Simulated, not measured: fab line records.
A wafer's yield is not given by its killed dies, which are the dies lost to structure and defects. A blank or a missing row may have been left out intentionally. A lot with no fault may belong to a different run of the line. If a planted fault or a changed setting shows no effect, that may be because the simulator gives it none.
8D (eight disciplines) problem report, filled in by code | flow gf180mcu | the parts of the form that need people (team, actions taken, sign-off) are left out

== 1. WHAT IS WRONG ==
Wafers without a fault read 1500.1, standard deviation 0.44; beam-energy-keV at GF_DNWELL_IMPLANT_07 reads a mean of 1568.7 on 6 wafers belonging to 2 lots. So: +99 or more standard deviations from the usual mean.
Seen first at day 4 02:08 on implanter-02, wafer L751.1. At this step, 42 wafers from 14 lots have a number in the record. Rule for "out" (also "out of limits"): further than 4 standard deviations from the usual mean. All remaining wafers that have a number are taken as sound.

== 2. WHAT THIS IS AND IS NOT ==
question                    | is                     | is not
which readings at this step | beam-energy-keV        | -
which lots                  | L751, L755             | L745, L746, L747, L748, L749, L750, L760, L762, L765, L766, L767, L768
which wafers of those lots  | all that have a number | -
read on which tools         | implanter-02           | implanter-01, implanter-03
when                        | from day 4 02:08       | up to then (18 sound wafers); but 18 sound wafers of L760, L762, L765, L766, L767, L768 came after

== 3. THE SUSPECTS, EACH WITH WHAT RULES IT OUT ==
Counting: a tool stays on the suspect list if, at a process step up to the reading, it processed all lots that are out and no sound lot following the first of them.
- implanter-02 at GF_DNWELL_IMPLANT_07: kept. Every lot that is out went through it, starting with L751 (day 4 02:08), and after that it ran no sound lot; the last sound lot it ran before then is L750 (day 3 20:59). Its own readings are out on those wafers: beam-energy-keV.
After counting, what remains is implanter-02 at GF_DNWELL_IMPLANT_07.

== 4. THE CAUSE (what the simulator had put in) ==
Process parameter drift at GF_DNWELL_IMPLANT_07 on implanter-02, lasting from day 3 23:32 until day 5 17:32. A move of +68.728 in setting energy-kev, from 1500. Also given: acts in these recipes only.
The count eliminated every tool but this one.

== 5. SEQUENCE OF EFFECTS, ordered by route ==
Rows list readings where the struck wafers' mean (over those with a number) sits beyond 3 standard deviations from the usual. Only readings for which the record gives a usual standard deviation are gone through. hours: the time from each lot's start at the first step in this table that gives one to its start at this step, as a median over the lots. sigmas: the change in usual standard deviations.
hours | step                 | reading         | usual  | on struck wafers | change | sigmas
0     | GF_DNWELL_IMPLANT_07 | beam-energy-keV | 1500.1 | 1568.7           | +68.6  | +99 or more
Its process steps:
- GF_DNWELL_IMPLANT_07
Later measuring or inspecting steps at which every struck wafer that the step has a row for has a number for every such reading, and none has moved that far: GF_VT_IMPLANT_OVL_MEAS_18, GF_POLY_GATE_OVL_MEAS_11.

== 6. WHAT WOULD HAVE CAUGHT IT SOONER ==
3 hours passed between the start of the fault at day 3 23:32 and the first reading out of limits in this record, taken at day 4 02:08.
